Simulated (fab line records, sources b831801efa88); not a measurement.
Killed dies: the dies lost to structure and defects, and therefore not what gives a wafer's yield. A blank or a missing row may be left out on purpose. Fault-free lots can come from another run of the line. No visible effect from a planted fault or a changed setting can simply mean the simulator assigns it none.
Which tool is to blame? || flow sky130 || 14 lots, 41 wafers sampled, at 5 steps of a route of 708

== WHAT EACH GAUGE READ, for each wafer ==
SKY_NWELL_THK_MEAS_02. Usual: for NWELL_OXIDATION_THK the level is 10.02 nm and the standard deviation is 0.18.
{"lot": "L243", "measured": "day 2 11:23", "on": "film-metro-02", "NWELL_OXIDATION_THK (nm)": "10.18 10.07 10.03", "flag": ""}
{"lot": "L245", "measured": "day 2 15:07", "on": "film-metro-02", "NWELL_OXIDATION_THK (nm)": "10.25 10.09 10.18", "flag": ""}
{"lot": "L247", "measured": "day 3 00:51", "on": "film-metro-01", "NWELL_OXIDATION_THK (nm)": "9.84 9.97 10.06", "flag": ""}
{"lot": "L248", "measured": "day 3 15:02", "on": "film-metro-01", "NWELL_OXIDATION_THK (nm)": "9.88 9.86 9.74", "flag": ""}
{"lot": "L249", "measured": "day 3 21:44", "on": "film-metro-01", "NWELL_OXIDATION_THK (nm)": "9.69 9.90 9.80", "flag": ""}
{"lot": "L250", "measured": "day 4 01:47", "on": "film-metro-02", "NWELL_OXIDATION_THK (nm)": "10.09 10.11 10.00", "flag": ""}
{"lot": "L251", "measured": "day 4 06:14", "on": "film-metro-01", "NWELL_OXIDATION_THK (nm)": "10.37 10.32 10.30", "flag": ""}
{"lot": "L252", "measured": "day 4 13:44", "on": "film-metro-01", "NWELL_OXIDATION_THK (nm)": "9.95 9.92 9.77", "flag": ""}
{"lot": "L253", "measured": "day 4 18:04", "on": "film-metro-01", "NWELL_OXIDATION_THK (nm)": "9.99 10.10 9.91", "flag": ""}
{"lot": "L254", "measured": "day 4 21:47", "on": "film-metro-01", "NWELL_OXIDATION_THK (nm)": "9.88 10.13 10.04", "flag": ""}
{"lot": "L258", "measured": "day 5 20:44", "on": "film-metro-02", "NWELL_OXIDATION_THK (nm)": "10.02 9.74 9.99", "flag": ""}
{"lot": "L259", "measured": "day 6 02:27", "on": "film-metro-02", "NWELL_OXIDATION_THK (nm)": "9.80 9.72", "flag": ""}
{"lot": "L262", "measured": "day 6 19:46", "on": "film-metro-02", "NWELL_OXIDATION_THK (nm)": "9.78 9.82 9.57", "flag": ""}
{"lot": "L265", "measured": "day 7 17:55", "on": "film-metro-03", "NWELL_OXIDATION_THK (nm)": "9.99 9.99 10.17", "flag": ""}

SKY_VT_ADJUST_HVTP_TW_MEAS_11. Usual: for VT_ADJUST_HVTP_TW the level is 1367 and the standard deviation is 13.
{"lot": "L243", "measured": "day 4 21:04", "on": "film-metro-03", "VT_ADJUST_HVTP_TW": "1354 1346 1360", "flag": ""}
{"lot": "L245", "measured": "day 6 04:31", "on": "film-metro-03", "VT_ADJUST_HVTP_TW": "1349 1355 1354", "flag": ""}
{"lot": "L247", "measured": "day 6 19:07", "on": "film-metro-02", "VT_ADJUST_HVTP_TW": "1371 1378 1367", "flag": ""}
{"lot": "L248", "measured": "day 7 11:56", "on": "film-metro-02", "VT_ADJUST_HVTP_TW": "1379 1377 1382", "flag": ""}
{"lot": "L249", "measured": "day 7 18:34", "on": "film-metro-02", "VT_ADJUST_HVTP_TW": "1379 1370 1374", "flag": ""}
{"lot": "L250", "measured": "day 8 01:28", "on": "film-metro-04", "VT_ADJUST_HVTP_TW": "1359 1354 1363", "flag": ""}
{"lot": "L251", "measured": "day 8 07:10", "on": "film-metro-02", "VT_ADJUST_HVTP_TW": "1380 1383 1378", "flag": ""}
{"lot": "L252", "measured": "day 8 15:17", "on": "film-metro-03", "VT_ADJUST_HVTP_TW": "1345 1357 1344", "flag": ""}
{"lot": "L253", "measured": "day 8 22:16", "on": "film-metro-02", "VT_ADJUST_HVTP_TW": "1387 1379 1379", "flag": ""}
{"lot": "L254", "measured": "day 9 02:35", "on": "film-metro-02", "VT_ADJUST_HVTP_TW": "1383 1378 1384", "flag": ""}
{"lot": "L258", "measured": "day 10 03:44", "on": "film-metro-04", "VT_ADJUST_HVTP_TW": "1362 1368 1365", "flag": ""}
{"lot": "L259", "measured": "day 10 09:59", "on": "film-metro-02", "VT_ADJUST_HVTP_TW": "1305 1386", "flag": ""}
{"lot": "L262", "measured": "day 11 10:10", "on": "film-metro-04", "VT_ADJUST_HVTP_TW": "1289 1363 1360", "flag": ""}
{"lot": "L265", "measured": "day 12 14:31", "on": "film-metro-02", "VT_ADJUST_HVTP_TW": "1375 1371 1372", "flag": ""}

SKY_VT_ADJUST_LVTN_OVL_MEAS_07. Usual: for VT_ADJUST_LVTN_OVL the level is -0.4 nm and the standard deviation is 1.4.
{"lot": "L243", "measured": "day 5 15:28", "on": "overlay-02", "VT_ADJUST_LVTN_OVL (nm)": "-2.3 -0.1 -0.6", "flag": ""}
{"lot": "L245", "measured": "day 6 23:56", "on": "overlay-02", "VT_ADJUST_LVTN_OVL (nm)": "-0.7 0.6 0.3", "flag": ""}
{"lot": "L247", "measured": "day 7 14:43", "on": "overlay-01", "VT_ADJUST_LVTN_OVL (nm)": "-0.2 -1.6 0.2", "flag": ""}
{"lot": "L248", "measured": "day 8 07:06", "on": "overlay-02", "VT_ADJUST_LVTN_OVL (nm)": "0.9 -0.3 1.1", "flag": ""}
{"lot": "L249", "measured": "day 8 14:34", "on": "overlay-01", "VT_ADJUST_LVTN_OVL (nm)": "-1.7 1.5 -0.9", "flag": ""}
{"lot": "L250", "measured": "day 8 23:10", "on": "overlay-01", "VT_ADJUST_LVTN_OVL (nm)": "-0.8 -0.1 -0.6", "flag": ""}
{"lot": "L251", "measured": "day 9 05:35", "on": "overlay-02", "VT_ADJUST_LVTN_OVL (nm)": "0.6 1.1 -1.0", "flag": ""}
{"lot": "L252", "measured": "day 9 13:28", "on": "overlay-02", "VT_ADJUST_LVTN_OVL (nm)": "-1.1 -1.8 -2.7", "flag": ""}
{"lot": "L253", "measured": "day 9 20:36", "on": "overlay-02", "VT_ADJUST_LVTN_OVL (nm)": "1.1 -1.8 -1.0", "flag": ""}
{"lot": "L254", "measured": "day 10 00:22", "on": "overlay-02", "VT_ADJUST_LVTN_OVL (nm)": "-0.8 -1.2 -0.5", "flag": ""}
{"lot": "L258", "measured": "day 11 03:37", "on": "overlay-01", "VT_ADJUST_LVTN_OVL (nm)": "0.3 2.8 2.7", "flag": ""}
{"lot": "L259", "measured": "day 11 11:03", "on": "overlay-02", "VT_ADJUST_LVTN_OVL (nm)": "-1.0 -1.4", "flag": ""}
{"lot": "L262", "measured": "day 12 11:28", "on": "overlay-02", "VT_ADJUST_LVTN_OVL (nm)": "-1.1 0.2 -1.5", "flag": ""}
{"lot": "L265", "measured": "day 13 15:28", "on": "overlay-02", "VT_ADJUST_LVTN_OVL (nm)": "1.0 1.4 -0.1", "flag": ""}

SKY_VT_ADJUST_LVTN_TW_MEAS_10. Usual: for VT_ADJUST_LVTN_TW the level is 243.3 and the standard deviation is 1.9.
{"lot": "L243", "measured": "day 5 15:44", "on": "film-metro-02", "VT_ADJUST_LVTN_TW": "243.3 243.0 243.9", "flag": ""}
{"lot": "L245", "measured": "day 7 00:13", "on": "film-metro-01", "VT_ADJUST_LVTN_TW": "243.2 242.1 240.1", "flag": ""}
{"lot": "L247", "measured": "day 7 15:17", "on": "film-metro-01", "VT_ADJUST_LVTN_TW": "241.6 242.2 241.1", "flag": ""}
{"lot": "L248", "measured": "day 8 07:23", "on": "film-metro-02", "VT_ADJUST_LVTN_TW": "246.2 246.8 244.7", "flag": ""}
{"lot": "L249", "measured": "day 8 14:52", "on": "film-metro-02", "VT_ADJUST_LVTN_TW": "244.7 245.8 245.6", "flag": ""}
{"lot": "L250", "measured": "day 8 23:27", "on": "film-metro-02", "VT_ADJUST_LVTN_TW": "245.1 245.8 245.1", "flag": ""}
{"lot": "L251", "measured": "day 9 05:52", "on": "film-metro-02", "VT_ADJUST_LVTN_TW": "246.2 247.2 246.5", "flag": ""}
{"lot": "L252", "measured": "day 9 13:44", "on": "film-metro-02", "VT_ADJUST_LVTN_TW": "246.9 245.3 245.5", "flag": ""}
{"lot": "L253", "measured": "day 9 20:53", "on": "film-metro-04", "VT_ADJUST_LVTN_TW": "242.9 242.4 241.9", "flag": ""}
{"lot": "L254", "measured": "day 10 00:38", "on": "film-metro-04", "VT_ADJUST_LVTN_TW": "243.6 242.7 244.1", "flag": ""}
{"lot": "L258", "measured": "day 11 03:55", "on": "film-metro-04", "VT_ADJUST_LVTN_TW": "241.5 242.8 242.4", "flag": ""}
{"lot": "L259", "measured": "day 11 11:20", "on": "film-metro-02", "VT_ADJUST_LVTN_TW": "244.2 246.7", "flag": ""}
{"lot": "L262", "measured": "day 12 11:44", "on": "film-metro-01", "VT_ADJUST_LVTN_TW": "239.2 239.7 239.7", "flag": ""}
{"lot": "L265", "measured": "day 13 15:44", "on": "film-metro-04", "VT_ADJUST_LVTN_TW": "242.0 241.4 243.0", "flag": ""}

== TOOL THAT RAN EACH LOT (tool first, then ch and the chambers of the sampled wafers, then the start) ==
{"lot": "L243", "SKY_VT_ADJUST_HVTP_IMPLANT_09": "implanter-01 ch 0, day 4 20:49"}
{"lot": "L245", "SKY_VT_ADJUST_HVTP_IMPLANT_09": "implanter-03 ch 0, day 6 04:17"}
{"lot": "L247", "SKY_VT_ADJUST_HVTP_IMPLANT_09": "implanter-04 ch 0, day 6 18:53"}
{"lot": "L248", "SKY_VT_ADJUST_HVTP_IMPLANT_09": "implanter-03 ch 0, day 7 11:41"}
{"lot": "L249", "SKY_VT_ADJUST_HVTP_IMPLANT_09": "implanter-04 ch 0, day 7 18:19"}
{"lot": "L250", "SKY_VT_ADJUST_HVTP_IMPLANT_09": "implanter-03 ch 0, day 8 01:14"}
{"lot": "L251", "SKY_VT_ADJUST_HVTP_IMPLANT_09": "implanter-01 ch 0, day 8 06:56"}
{"lot": "L252", "SKY_VT_ADJUST_HVTP_IMPLANT_09": "implanter-04 ch 0, day 8 15:02"}
{"lot": "L253", "SKY_VT_ADJUST_HVTP_IMPLANT_09": "implanter-04 ch 0, day 8 22:01"}
{"lot": "L254", "SKY_VT_ADJUST_HVTP_IMPLANT_09": "implanter-03 ch 0, day 9 02:20"}
{"lot": "L258", "SKY_VT_ADJUST_HVTP_IMPLANT_09": "implanter-01 ch 0, day 10 03:31"}
{"lot": "L259", "SKY_VT_ADJUST_HVTP_IMPLANT_09": "implanter-03 ch 0, day 10 09:44"}
{"lot": "L262", "SKY_VT_ADJUST_HVTP_IMPLANT_09": "implanter-03 ch 0, day 11 09:55"}
{"lot": "L265", "SKY_VT_ADJUST_HVTP_IMPLANT_09": "implanter-01 ch 0, day 12 14:16"}
- SKY_VT_ADJUST_HVTP_IMPLANT_09

== WHAT THE TOOLS THEMSELVES READ (means of the sampled wafers that have a number; where no wafer has one, the mark that the record gives instead) ==
The record holds no such reading with a usual standard deviation.

== THE ANSWER, worked out from the rows above alone ==
Rule: take the mean of a lot's wafers that have a number; if it is more than 3 standard deviations from the usual mean, the lot is off. A lot without any number at a reading at which 4 lots or more have one is off too. Where the step has rows for the other lots, those lots are counted as sound. Order of review: gauges by route order, followed by the tools' own readings, for which a lot's mean as printed above is used. The first step at which some lot is off is used, and at that step the reading that is off furthest; a lot without a number counts as furthest.
None of the lots is off at any reading shown; this tells nothing.

== WHAT THE SIMULATOR HAD PUT IN ==
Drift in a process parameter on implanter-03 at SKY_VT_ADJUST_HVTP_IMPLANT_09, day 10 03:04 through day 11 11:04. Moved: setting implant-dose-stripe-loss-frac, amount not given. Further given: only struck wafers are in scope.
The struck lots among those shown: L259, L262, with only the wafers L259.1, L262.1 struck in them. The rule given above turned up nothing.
